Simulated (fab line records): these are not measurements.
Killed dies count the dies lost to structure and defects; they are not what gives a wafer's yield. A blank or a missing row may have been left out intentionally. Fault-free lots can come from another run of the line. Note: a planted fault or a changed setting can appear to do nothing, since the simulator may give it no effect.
The tool behind it: which one? | flow sfqLine | 21 wafers from 7 lots sampled at 2 of the route's 325 steps

WHAT EACH GAUGE READ, for each wafer
SFQ_M7_RS_MEAS_943: the measuring method here is four-point-probe.
lot  | measured     | on           | M7_NB_RS (ohm/sq)
L207 | day 77 04:28 | filmMetro-04 | 0.870 0.872 0.870
L212 | day 79 13:33 | filmMetro-02 | 0.882 0.883 0.887
L215 | day 80 00:17 | filmMetro-01 | 0.900 0.895 1.795
L219 | day 81 03:55 | filmMetro-02 | 0.874 0.871 0.879
L222 | day 81 16:01 | filmMetro-02 | 0.892 0.894 0.892
L224 | day 81 23:20 | filmMetro-02 | 0.880 0.889 0.884
L228 | day 82 08:55 | filmMetro-01 | 0.876 0.877 0.893

WHAT TOOL EACH LOT RAN ON (gives the tool, then ch and the chambers of the sampled wafers, and finally the start)
lot  | SFQ_TRILAYER_M7_DEP_SPUTTER_175
L207 | pvdSputter-06, day 77 04:23
L212 | pvdSputter-03, day 79 13:28
L215 | pvdSputter-03, day 80 00:11
L219 | pvdSputter-06, day 81 03:50
L222 | pvdSputter-06, day 81 15:55
L224 | pvdSputter-06, day 81 23:14
L228 | pvdSputter-06, day 82 08:48
- SFQ_TRILAYER_M7_DEP_SPUTTER_175: material Nb, target thk 200 nm, time 133.3 s.

THE ANSWER, worked out from the rows above alone
Rule: usual is defined by the lots themselves. The widest of any qualifying gaps counts: lots, ordered by their means at a reading, are off when they make up no more than a third of the lots, leave a main group of 4 or more, and stand apart from it by 3 or more times the standard deviation of that group's means. A main group is skipped when, at the precision printed for the reading in the tables above, its means are all equal. Also off: a lot with no number at a reading for which 4 or more lots have one. Any other lot the step has rows for is counted as sound.
Off: L215, seen at SFQ_M7_RS_MEAS_943 (M7_NB_RS). Mean 0.881 ohm/sq and standard deviation 0.0071 in the main group.
A tool fits if, at a process step before that reading, it ran every lot that is off, and no sound lot after the first of them. The gauges at SFQ_M7_RS_MEAS_943 are tried like those tools. One fits: SFQ_TRILAYER_M7_DEP_SPUTTER_175 on pvdSputter-03. A fault onset in the window from L212 (day 79 13:28, its last sound lot) to L215 (day 80 00:11, its first lot off) fits.

WHAT THE SIMULATOR HAD INSERTED
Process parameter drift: pvdSputter-03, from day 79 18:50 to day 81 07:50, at SFQ_TRILAYER_M7_DEP_SPUTTER_175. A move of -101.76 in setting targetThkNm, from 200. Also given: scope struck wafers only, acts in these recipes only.
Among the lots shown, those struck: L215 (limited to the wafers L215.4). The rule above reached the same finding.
